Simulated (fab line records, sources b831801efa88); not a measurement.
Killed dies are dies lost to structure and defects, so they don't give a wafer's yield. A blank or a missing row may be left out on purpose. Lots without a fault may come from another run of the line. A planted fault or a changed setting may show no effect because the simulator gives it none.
fab line records | flow sky130
record lots=12 wafers=36 last_day=50
route steps=708 shown LOCAL_INTERCONNECT@402 CONTACT@411 VIA2@527 METAL3@532 PAD_OPEN@708
lots that met no fault: from a run of the same line without faults
start_h: hours from the record's first day to the start of the lot's first wafer shown | wait_h: hours since the lot's step before | " the same as in the row above | L1.1+2: a row that stands for several wafers | - no value, or no start given | * or withheld: withheld | < > ~ a bound
route shown NAME@n: a module of which the file shows steps, and the number in the route of the first | usual: mean/standard deviation of fault-free wafers | same: alike in all rows | chamber/n: place in a boat | sites: the reading at each site | _std_site: their standard deviation | _edge_site: outer sites' mean less inner sites' | radius_mm: how far each site lies from the wafer's centre | mask NAME#n: copy n | behind: the tool/chamber that last shaped the wafer | hold: why the lot was held/for how many hours/how that ended | device: the transistor (n, p or np) that didn't switch | end of line: the same wafers' tests at the end of the route | a step without rows: its recipe alone | killed: dies lost to structure and defects at the first sort, not the wafer's yield | map: a wafer's dies, x killed, . not, _ none there
set.NAME: the setting as run; set.NAME@STEP: as run at that earlier step | model.NAME: the simulator's own value behind a step, which no gauge read
steps of the route over a sample of lots; a table a step, a row a wafer
services: from which hour (start_h, from the record's first day; less than 0 if before it) a tool's chamber was out of use, for how many hours, and why
## steps
# step SKY_LOCAL_INTERCONNECT_STRIP_15
# recipe chemistry=O2/N2 power_w=1400 pressure_mtorr=1500 platen_temp_c=withheld o2_flow_sccm=3000 n2_flow_sccm=300 overash_fraction=0.5
# usual drypump_motor_current_A=6.0/0.44 oes_product_au=0.427/0.0049 strip_time_to_endpoint_s=4.722/0.027
# columns lot.wafer tool chamber start_h wait_h drypump_motor_current_A oes_product_au rf_hours_counter_h strip_time_to_endpoint_s
L355.2 plasma_asher-02 0 732.10 0.1 6.3 0.423 104 4.706
L355.4 " 1 " " 6.5 0.425 - 4.705
L355.5 " 1 " " 6.5 0.422 - 4.712
L357.3 plasma_asher-04 1 742.04 0.1 5.7 0.428 - 4.704
L357.4 " 0 " " 5.2 0.423 - 4.705
L357.5 " 0 " " 5.2 0.430 - 4.729
L361.3 plasma_asher-04 0 783.99 0.1 5.2 0.424 - 4.719
L361.4 " 1 " " 5.7 0.417 - 4.651
L361.6 " 0 " " 5.2 0.426 - 4.720
L366.3 plasma_asher-01 0 814.30 0.1 5.7 0.423 - 4.775
L366.5 " 1 " " 6.1 0.431 - 4.781
L366.6 " 0 " " 5.7 0.435 - 4.795
L367.1 plasma_asher-02 1 820.80 0.0 6.6 0.421 8 4.756
L367.2 " 0 " " 6.3 0.426 8 4.695
L367.5 " 0 " " 6.3 0.422 - 4.769
L368.2 plasma_asher-02 1 834.71 0.0 6.5 0.432 10 4.719
L368.3 " 1 " " 6.5 0.433 - 4.715
L368.4 " 0 " " 6.3 0.428 - 4.721
L370.1 plasma_asher-02 1 845.86 0.0 6.6 0.425 11 4.716
L370.3 " 1 " " 6.5 0.432 - 4.725
L370.5 " 0 " " 6.3 0.422 - 4.683
L371.1 plasma_asher-01 0 863.57 0.1 5.7 0.434 70 4.748
L371.5 " 0 " " 5.7 0.431 - 4.728
L371.6 " 1 " " 6.1 0.429 - 4.722
L372.2 plasma_asher-01 1 864.41 0.0 6.1 0.420 71 4.689
L372.5 " 1 " " 6.1 0.422 - 4.688
L372.6 " 0 " " 5.7 0.426 - 4.732
L373.2 plasma_asher-02 1 868.90 0.1 6.5 0.424 13 4.732
L373.3 " 1 " " 6.5 0.428 - 4.744
L373.4 " 0 " " 6.3 0.424 - 4.737
L374.3 plasma_asher-01 0 870.96 0.1 5.7 0.428 - 4.691
L374.4 " 1 " " 6.1 0.429 - 4.747
L374.5 " 0 " " 5.7 0.423 - 4.752
L375.1 plasma_asher-04 1 890.96 0.0 5.7 0.433 108 4.726
L375.3 " 0 " " 5.2 0.433 - 4.768
L375.5 " 1 " " 5.7 0.430 - 4.764
# step SKY_CONTACT_BOW_MEAS_05
# recipe mode=bow
# usual CONTACT_BOW=81/6.7
# columns lot.wafer tool chamber start_h wait_h CONTACT_BOW[um]
L355.2 film_metro-01 - 733.24 0.3 87
L355.4 " - " " 84
L355.5 " - " " 86
L357.3 film_metro-02 - 743.20 0.1 73
L357.4 " - " " 83
L357.5 " - " " 76
L361.3 film_metro-01 - 785.17 0.3 83
L361.4 " - " " 71
L361.6 " - " " 70
L366.3 film_metro-01 - 815.46 0.2 86
L366.5 " - " " 85
L366.6 " - " " 79
L367.1 film_metro-02 - 821.97 0.2 86
L367.2 " - " " 87
L367.5 " - " " 83
L368.2 film_metro-03 - 835.90 0.2 83
L368.3 " - " " 95
L368.4 " - " " 71
L370.1 film_metro-01 - 847.03 0.2 92
L370.3 " - " " 94
L370.5 " - " " 83
L371.1 film_metro-01 - 864.76 0.2 80
L371.5 " - " " 78
L371.6 " - " " 78
L372.2 film_metro-01 - 865.61 0.3 81
L372.5 " - " " 78
L372.6 " - " " 79
L373.2 film_metro-01 - 870.08 0.3 77
L373.3 " - " " 87
L373.4 " - " " 82
L374.3 film_metro-03 - 872.08 0.3 88
L374.4 " - " " 72
L374.5 " - " " 67
L375.1 film_metro-01 - 892.09 0.2 75
L375.3 " - " " 80
L375.5 " - " " 77
# step SKY_VIA2_SPUTTER_20
# recipe material=TiN target_thk_nm=20 chamber_pressure_pa=5 power_w=4000 time_s=80
# usual cathode_dc_power_W=4000.1/0.72 chamber_pressure_pa=5.000/0.0093 throttle_valve_pct=30.5/1.4
# columns lot.wafer tool chamber start_h wait_h cathode_dc_power_W chamber_pressure_pa throttle_valve_pct
L355.2 pvd_sputter-04 - 874.17 0.0 4000.2 5.002 30.2
L355.4 " - " " 4001.0 5.001 31.1
L355.5 " - " " 3999.2 5.013 30.3
L357.3 pvd_sputter-01 - 883.12 0.0 4001.3 5.005 31.7
L357.4 " - " " 4000.0 5.016 32.1
L357.5 " - " " 4000.2 4.985 31.9
L361.3 pvd_sputter-04 - 921.97 0.0 3999.3 4.992 31.7
L361.4 " - " " 4000.4 4.987 31.8
L361.6 " - " " 4000.0 5.014 30.2
L366.3 pvd_sputter-01 - 952.00 0.0 4000.0 4.996 32.4
L366.5 " - " " 4001.0 5.009 32.2
L366.6 " - " " 4000.4 4.993 32.1
L367.1 pvd_sputter-04 - 958.48 0.0 4000.8 4.977 31.1
L367.2 " - " " 4000.9 4.986 30.1
L367.5 " - " " 3999.6 4.993 31.5
L368.2 pvd_sputter-04 - 969.99 0.0 4000.5 4.997 31.3
L368.3 " - " " 4000.3 5.002 31.6
L368.4 " - " " 4000.1 5.007 27.7
L370.1 pvd_sputter-04 - 979.93 0.0 4000.5 4.988 27.7
L370.3 " - " " 4000.1 5.006 30.1
L370.5 " - " " 4001.5 4.997 28.1
L371.1 pvd_sputter-01 - 995.98 0.0 4000.1 5.005 29.9
L371.5 " - " " 3999.3 5.008 31.9
L371.6 " - " " 4000.5 4.993 32.2
L372.2 pvd_sputter-01 - 997.25 0.0 4000.2 4.992 32.2
L372.5 " - " " 3999.3 5.004 32.2
L372.6 " - " " 4000.1 4.997 32.2
L373.2 pvd_sputter-04 - 999.55 0.0 4000.9 5.001 31.1
L373.3 " - " " 4000.6 4.987 31.7
L373.4 " - " " 4000.1 5.010 28.0
L374.3 pvd_sputter-03 - 1004.97 0.0 3999.8 4.985 30.2
L374.4 " - " " 3998.7 5.003 28.9
L374.5 " - " " 3999.8 4.984 29.4
L375.1 pvd_sputter-04 - 1019.22 0.0 4000.0 4.997 31.2
L375.3 " - " " 3999.8 5.011 30.1
L375.5 " - " " 3999.3 4.987 27.7
# step SKY_METAL3_SPUTTER_00
# recipe material=Ti target_thk_nm=15 power_w=3000 time_s=10 chamber_pressure_pa=0.4
# usual cathode_dc_power_W=3000.0/0.59 chamber_pressure_pa=0.4001/0.00075 throttle_valve_pct=30.5/1.4
# columns lot.wafer tool chamber start_h wait_h cathode_dc_power_W chamber_pressure_pa throttle_valve_pct
L355.2 pvd_sputter-02 - 874.84 0.2 2999.1 0.4003 28.8
L355.4 " - " " 3000.0 0.4004 29.6
L355.5 " - " " 2999.8 0.3997 30.4
L357.3 pvd_sputter-01 - 883.79 0.1 3000.7 0.3998 29.9
L357.4 " - " " 2999.9 0.4004 31.7
L357.5 " - " " 2999.1 0.3995 31.7
L361.3 pvd_sputter-02 - 922.64 0.1 3000.3 0.4008 28.5
L361.4 " - " " 3000.4 0.4004 30.4
L361.6 " - " " 2999.9 0.4011 30.2
L366.3 pvd_sputter-02 - 952.67 0.1 - - -
L366.5 " - " " - - -
L366.6 " - " " - - -
L367.1 pvd_sputter-01 - 959.15 0.1 - - -
L367.2 " - " " - - -
L367.5 " - " " - - -
L368.2 pvd_sputter-01 - 970.66 0.2 - - -
L368.3 " - " " - - -
L368.4 " - " " - - -
L370.1 pvd_sputter-02 - 980.60 0.2 3000.9 0.4000 30.5
L370.3 " - " " 3001.1 0.4003 29.2
L370.5 " - " " 2999.9 0.4013 28.3
L371.1 pvd_sputter-02 - 996.65 0.2 3000.3 0.3994 29.4
L371.5 " - " " 2999.9 0.4012 30.2
L371.6 " - " " 2999.7 0.3991 29.4
L372.2 pvd_sputter-02 - 997.92 0.2 2999.5 0.3971 28.6
L372.5 " - " " 2999.1 0.3983 29.6
L372.6 " - " " 2999.8 0.3985 28.7
L373.2 pvd_sputter-01 - 1000.22 0.1 3000.6 0.3998 32.4
L373.3 " - " " 3000.4 0.4025 32.2
L373.4 " - " " 2999.5 0.4006 29.7
L374.3 pvd_sputter-04 - 1005.64 0.1 2999.4 0.4002 31.2
L374.4 " - " " 3000.0 0.3991 31.6
L374.5 " - " " 3000.5 0.4001 30.2
L375.1 pvd_sputter-01 - 1019.89 0.1 2999.4 0.4002 32.1
L375.3 " - " " 2999.7 0.4009 32.4
L375.5 " - " " 3000.9 0.4000 30.2
# step SKY_PAD_OPEN_PROBE_99
# usual defect_limited_yield=82.2/1.9 killed_at_M0_to_M3=43/6.3 killed_at_M4_up=3.3/1.7 killed_at_contacts=24/5.4 killed_at_front_end=16/4.6 killed_at_other=0.4/0.7 killed_dies=87/9.4 killed_open=47/6.9 killed_short=39/6.1 sort_bin_3_pad_short=0.9/0.45 sort_bin_5_function=10.6/1.5 sort_bin_6_memory=6.3/1.2 sort_n_pass=405/9.4 sort_yield_pct=82.2/1.9
# same gross_dies=492 killed_at_back_side=0 sort_bin_4_leakage[%]=0 sort_bin_8_speed[%]=0
# columns lot.wafer tool chamber start_h wait_h defect_limited_yield[%] killed_at_M0_to_M3 killed_at_M4_up killed_at_contacts killed_at_front_end killed_at_other killed_dies killed_open killed_short sort_bin_3_pad_short[%] sort_bin_5_function[%] sort_bin_6_memory[%] sort_n_pass sort_yield_pct[%]
L368.2 prober-01 - 1171.20 0.1 81.3 45 5 27 15 0 92 60 32 0.6 10.6 7.5 400 81.3
L368.3 prober-01 - 1171.25 0.2 85.8 37 1 21 11 0 70 44 26 0.2 8.9 5.1 422 85.8
L368.4 prober-01 - 1171.30 0.2 82.1 43 1 21 23 0 88 39 49 1.2 11.0 5.7 404 82.1
# killed by level:class
L368.2 LI_CONTACT:geometric_particle:open=11 VIA1:geometric_particle:open=11 VIA2:geometric_particle:open=8 CONTACT:geometric_particle:open=7 VIA3:geometric_particle:open=7 LOCAL_INTERCONNECT:geometric_particle:short=5 METAL2:geometric_particle:short=4 METAL2:geometric_particle:open=4
L368.3 VIA1:geometric_particle:open=11 CONTACT:geometric_particle:open=7 METAL1:geometric_particle:short=6 VIA3:geometric_particle:open=6 LI_CONTACT:geometric_particle:open=4 CONTACT:geometric_particle:short=4 VIA1:geometric_particle:short=4 POLY_GATE:geometric_particle:open=3
L368.4 VIA1:geometric_particle:open=10 METAL2:geometric_particle:short=9 CONTACT:geometric_particle:short=7 VIA2:geometric_particle:open=6 POLY_GATE:geometric_particle:open=5 METAL1:geometric_particle:short=5 FIELD_ISO:geometric_particle:short=4 CONTACT:geometric_particle:open=4
## services
# columns tool chamber start_h hours kind
pvd_sputter-02 - 720.30 2.0 repair
pvd_sputter-03 - 727.97 2.6 repair
plasma_asher-04 - 730.81 11.1 repair
plasma_asher-02 - 733.75 9.0 pm
plasma_asher-02 0 733.75 9.0 vent_cycle
plasma_asher-02 1 733.75 9.0 vent_cycle
plasma_asher-01 - 741.95 15.6 pm
plasma_asher-02 0 742.75 - clean
plasma_asher-02 1 742.75 - clean
plasma_asher-02 - 756.03 2.2 repair
plasma_asher-02 - 759.13 0.8 repair
plasma_asher-02 - 801.16 1.8 repair
plasma_asher-01 - 818.23 2.8 pm
plasma_asher-04 - 838.84 1.2 repair
pvd_sputter-03 - 860.00 0.5 repair
pvd_sputter-01 - 874.15 2.3 repair
plasma_asher-01 - 901.95 2.3 repair
pvd_sputter-03 - 997.14 1.0 repair
pvd_sputter-01 - 1003.49 7.4 repair
pvd_sputter-01 - 1011.39 7.3 repair
## key
first_sign step=SKY_METAL3_SPUTTER_00 reading=tool_record direction=missing
effect none on later readings
met_at SKY_METAL3_SPUTTER_00
struck_lots L366,L367,L368
not_acting_at SKY_LOCAL_INTERCONNECT_STRIP_15,SKY_CONTACT_BOW_MEAS_05,SKY_VIA2_SPUTTER_20
onset_between 922.64 952.67
fault kind=skipped_step_whole tool=pvd_sputter-01,pvd_sputter-02 chamber=- onset_h=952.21 steps=SKY_METAL3_SPUTTER_00 scope=struck_lots_only
